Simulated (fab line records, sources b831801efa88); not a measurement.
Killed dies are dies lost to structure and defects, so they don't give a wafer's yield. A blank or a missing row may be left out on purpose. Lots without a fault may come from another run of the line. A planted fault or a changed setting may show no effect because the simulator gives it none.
Which tool did it? | flow sky130 | 10 lots, 30 wafers sampled, at 5 steps of a route of 708

WHAT THE GAUGES READ, wafer by wafer
SKY_VIA1_THK_MEAS_01.
lot  | measured     | on            | VIA1_HDPCVD_THK (nm)
L849 | day 32 17:32 | film_metro-03 | 1035 1045 1037
L851 | day 33 09:43 | film_metro-01 | 1023 1033 1021
L856 | day 35 06:45 | film_metro-03 | 1034 1027 1024
L860 | day 36 17:12 | film_metro-03 | 1650 1024 1027 1649 1023 1027
L861 | day 36 22:13 | film_metro-02 | 1640 1023 1024 1640 1023 1023
L865 | day 38 00:11 | film_metro-02 | 1053 1049 1058
L868 | day 39 05:08 | film_metro-01 | 1034 1025 1033
L869 | day 39 12:52 | film_metro-02 | 1025 1017 1022
L872 | day 39 19:16 | film_metro-02 | 1039 1051 1032
L871 | day 39 21:33 | film_metro-02 | 1014 1008 1022

WHICH TOOL RAN EACH LOT (tool, then ch and the chambers of the sampled wafers, then the start)
lot  | SKY_LOCAL_INTERCONNECT_ETCH_13    | SKY_LOCAL_INTERCONNECT_METAL_ETCH_14 | SKY_METAL1_ETCH_18                | SKY_VIA1_HDPCVD_00
L849 | rie_metal-02 ch 0,1, day 30 05:30 | rie_metal-02 ch 0,1, day 30 05:34    | rie_metal-04 ch 0,1, day 32 16:41 | hdpcvd-01 ch 0,2, day 32 17:25
L851 | rie_metal-02 ch 0,1, day 30 21:33 | rie_metal-02 ch 0,1, day 30 21:37    | rie_metal-04 ch 0,1, day 33 08:28 | hdpcvd-01 ch 1,2, day 33 09:36
L856 | rie_metal-03 ch 0,1, day 32 21:47 | rie_metal-03 ch 0,1, day 32 21:50    | rie_metal-02 ch 0, day 35 05:39   | hdpcvd-01 ch 1,2, day 35 06:38
L860 | rie_metal-01 ch 0,1, day 34 07:48 | rie_metal-01 ch 0,1, day 34 07:52    | rie_metal-04 ch 0,1, day 36 16:14 | hdpcvd-01 ch 0,1,2, day 36 17:02
L861 | rie_metal-02 ch 1, day 34 15:20   | rie_metal-02 ch 1, day 34 15:27      | rie_metal-02 ch 0,1, day 36 21:19 | hdpcvd-01 ch 0,1,2, day 36 22:06
L865 | rie_metal-01 ch 0,1, day 35 16:29 | rie_metal-01 ch 0,1, day 35 16:33    | rie_metal-04 ch 0,1, day 37 23:20 | hdpcvd-02 ch 0,1,2, day 38 00:05
L868 | rie_metal-01 ch 0,1, day 36 22:50 | rie_metal-01 ch 0,1, day 36 22:54    | rie_metal-04 ch 0,1, day 39 04:17 | hdpcvd-02 ch 0,1,2, day 39 05:01
L869 | rie_metal-02 ch 0,1, day 37 06:30 | rie_metal-02 ch 0,1, day 37 06:34    | rie_metal-01 ch 0,1, day 39 12:00 | hdpcvd-02 ch 0,1,2, day 39 12:47
L872 | rie_metal-02 ch 0,1, day 37 13:57 | rie_metal-02 ch 0,1, day 37 14:01    | rie_metal-01 ch 1, day 39 18:25   | hdpcvd-02 ch 1,2, day 39 19:09
L871 | rie_metal-03 ch 0,1, day 37 16:08 | rie_metal-03 ch 0,1, day 37 16:11    | rie_metal-01 ch 0,1, day 39 20:40 | hdpcvd-01 ch 0,2, day 39 21:25
- SKY_LOCAL_INTERCONNECT_ETCH_13: etches BARC in N2/H2, stops on SiO2, time 45.9 s, target depth 60 nm.
- SKY_LOCAL_INTERCONNECT_METAL_ETCH_14: etches TiN in Cl2/BCl3, stops on PSG, target depth 110 nm, time 31.4 s.
- SKY_METAL1_ETCH_18: etches BARC in N2/H2, stops on SiO2, time 45.9 s, target depth 60 nm.
- SKY_VIA1_HDPCVD_00: deposits SiO2, target thk 1030 nm, time 171.7 s.

WHAT THE TOOLS THEMSELVES READ (means of the sampled wafers that have a number; where no wafer has one, the mark that the record gives instead)
SKY_LOCAL_INTERCONNECT_ETCH_13.
lot  | tool         | drypump_motor_current_A (A) | n2_flow_sccm (sccm) | oes_product_au (a.u.) | throttle_valve_pct (%)
L849 | rie_metal-02 | 5.7                         | 100.05              | 0.859                 | 13.231
L851 | rie_metal-02 | 5.7                         | 100.31              | 0.862                 | 13.222
L856 | rie_metal-03 | 5.6                         | 99.91               | 0.851                 | 13.227
L860 | rie_metal-01 | 6.0                         | 100.30              | 0.853                 | 13.217
L861 | rie_metal-02 | 5.8                         | 100.13              | 0.859                 | 13.234
L865 | rie_metal-01 | 6.0                         | 100.19              | 0.855                 | 13.223
L868 | rie_metal-01 | 6.0                         | 100.15              | 0.860                 | 13.210
L869 | rie_metal-02 | 5.8                         | 99.91               | 0.852                 | 13.225
L872 | rie_metal-02 | 5.8                         | 99.91               | 0.857                 | 13.233
L871 | rie_metal-03 | 5.9                         | 99.72               | 0.857                 | 13.218

SKY_LOCAL_INTERCONNECT_METAL_ETCH_14.
lot  | tool         | drypump_motor_current_A (A) | oes_product_au (a.u.) | throttle_valve_pct (%)
L849 | rie_metal-02 | 5.7                         | 0.934                 | 21.899
L851 | rie_metal-02 | 5.7                         | 0.929                 | 21.905
L856 | rie_metal-03 | 5.6                         | 0.939                 | 21.891
L860 | rie_metal-01 | 6.0                         | 0.946                 | 21.896
L861 | rie_metal-02 | 5.8                         | 0.954                 | 21.884
L865 | rie_metal-01 | 6.0                         | 0.942                 | 21.903
L868 | rie_metal-01 | 6.0                         | 0.948                 | 21.897
L869 | rie_metal-02 | 5.8                         | 0.945                 | 21.910
L872 | rie_metal-02 | 5.8                         | 0.947                 | 21.901
L871 | rie_metal-03 | 5.9                         | 0.946                 | 21.890

SKY_METAL1_ETCH_18.
lot  | tool         | drypump_motor_current_A (A) | n2_flow_sccm (sccm) | oes_product_au (a.u.) | throttle_valve_pct (%)
L849 | rie_metal-04 | 5.3                         | 100.1               | 0.863                 | 13.230
L851 | rie_metal-04 | 5.3                         | 99.9                | 0.855                 | 13.236
L856 | rie_metal-02 | 5.7                         | 99.7                | 0.858                 | 13.219
L860 | rie_metal-04 | 5.6                         | 100.1               | 0.849                 | 13.234
L861 | rie_metal-02 | 5.7                         | 99.4                | 0.853                 | 13.222
L865 | rie_metal-04 | 5.2                         | 99.8                | 0.854                 | 13.229
L868 | rie_metal-04 | 5.3                         | 100.1               | 0.853                 | 13.219
L869 | rie_metal-01 | 5.6                         | 99.8                | 0.858                 | 13.219
L872 | rie_metal-01 | 6.4                         | 100.3               | 0.854                 | 13.224
L871 | rie_metal-01 | 5.6                         | 100.0               | 0.854                 | 13.224

THE ANSWER, worked out from the rows above alone
Rule: what is usual is taken from the lots themselves. Put in order of their means at a reading, lots are off if they are a third of the lots or fewer, leave a main group of 4 or more, and stand apart from it by a gap of 3 or more times the standard deviation of the main group's means; of several such gaps the widest counts. A main group whose means are all the same, to the digits that the tables above print for the reading, isn't used. A lot without any number at a reading at which 4 lots or more have one is off too. The other lots that the step has rows for count as sound. The gauges are gone through in route order, then the tools' own readings, and for those a lot's mean is taken as printed above. The first step at which some lot is off is used, and at that step the reading that is off furthest; a lot without a number counts as furthest.
Off: L860, L861, at SKY_VIA1_THK_MEAS_01 (VIA1_HDPCVD_THK). The main group: mean 1032 nm, standard deviation 11.
A tool fits if, at a process step before that reading, it ran every lot that is off, and no sound lot after the first of them. The gauges at SKY_VIA1_THK_MEAS_01 are tried like those tools. None of those tried fits.

WHAT THE SIMULATOR HAD PUT IN
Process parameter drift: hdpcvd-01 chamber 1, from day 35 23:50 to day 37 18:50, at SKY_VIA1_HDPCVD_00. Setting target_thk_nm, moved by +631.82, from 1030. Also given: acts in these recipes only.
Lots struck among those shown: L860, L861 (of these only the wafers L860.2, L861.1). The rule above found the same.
